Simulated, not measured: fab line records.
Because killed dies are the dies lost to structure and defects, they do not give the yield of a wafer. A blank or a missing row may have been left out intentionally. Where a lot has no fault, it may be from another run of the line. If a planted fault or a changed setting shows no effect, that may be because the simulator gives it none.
Comparing a struck lot with a sound one / flow gf180mcu / 14 steps out of a route of 602
Sound: the wafers L451.2, L451.5, L451.6. Struck: wafers L456.2, L456.5. (L456.3 of the same lot was not struck and is left out.) The cause comes at the end.
Each step with rows lists, per side, the tool, then ch with its chambers, then its first start. Under that, the readings that differ: sound wafers / struck wafers / difference of the means / sigmas: that difference in standard deviations of wafers without a fault.
alike: a reading whose means differ by less than 2 such deviations, as well as words and numbers matching on both sides. not compared: withheld readings; readings where some wafer has no value; bounds like >300 that might hide an equal value; numbers whose values overlap and for which the record gives no deviation.
A row with sigmas, a row that says differs or no value, or rows on one side alone: a step with any of these is where the two part. Numbers that don't overlap but have no deviation are shown without sigmas and don't part them. A reading that every wafer of one side lacks parts them only if that side has two wafers or more.

GF_V4_OVL_MEAS_15:
  sound on overlay-01, day 25 15:53; struck on overlay-01, day 27 12:20
  alike: V4_OVL
GF_V4_ETCH_16: etches BARC in N2/H2.
  sound on rie diel-03 ch 1,2,3, day 25 15:55; struck on rie diel-04 ch 1,2, day 27 12:22
  alike: drypump motor current A, oes product au, throttle valve pct
GF_V4_ETCH_17: etches SiO2 in C4F8/O2/Ar, stops on TiN, target depth 630 nm.
  sound on rie diel-03 ch 1,2,3; struck on rie diel-04 ch 1,2
  alike: oes product au
then, 4 steps without rows for these wafers: GF_V4_STRIP_18 (strips in O2/N2); GF_V4_STRIP_19 (strips in post etch residue remover, time 1200 s); GF_V4_CLEAN_20 (cleans in DIW); GF_V4_SPUTTER_21 (material Ti, target thk 15 nm, time 80.02 s).
GF_V4_SPUTTER_22: material TiN, target thk 10 nm, time 40 s.
  sound on pvd sputter-01, day 25 16:38; struck on pvd sputter-04, day 27 13:05
  alike: throttle valve pct
GF_V4_CVD_23: deposits W, target thk 350 nm, time 104.9 s.
  sound on cvd w-02 ch 0,1, day 25 16:41; struck on cvd w-02 ch 1, day 27 13:08
  alike: heater power w
GF_V4_RS_MEAS_24: measurement is done with a four-point probe.
  sound on film metro-04, day 25 16:49; struck on film metro-02, day 27 13:16
  alike: V4_W_RS
GF_V4_THK_MEAS_25: measures by xrf.
  sound on film metro-04, day 25 16:56; struck on film metro-02, day 27 13:22
  alike: V4_W_THK
GF_V4_CMP_26: polishes, stops on SiO2, t overpolish 15 s, target thk 0 nm.
  sound on cmp-02 ch 0,1,3, day 25 17:05; struck on cmp-02 ch 1, day 27 13:25
  alike: edge zone pressure frac, motor current A, overpolish run s, time to endpoint s
GF_MIM_SPUTTER_00: material Ti, target thk 37.5 nm, time 150 s.
  sound on pvd sputter-02, day 25 17:17; struck on pvd sputter-02, day 27 13:43
reading=model.Ti_of_MIM_SPUTTER_00.thk nm (nm); sound=37.97 38.27 38.29; struck=29.43 29.12; difference=-8.90; sigmas=
  alike: throttle valve pct
then, 1 step without rows for these wafers: GF_MIM_SPUTTER_01 (material TiN, target thk 30 nm, time 25 s).

== WHERE THEY PART ==
Nowhere in this record.

WHY: what had been put in by the simulator
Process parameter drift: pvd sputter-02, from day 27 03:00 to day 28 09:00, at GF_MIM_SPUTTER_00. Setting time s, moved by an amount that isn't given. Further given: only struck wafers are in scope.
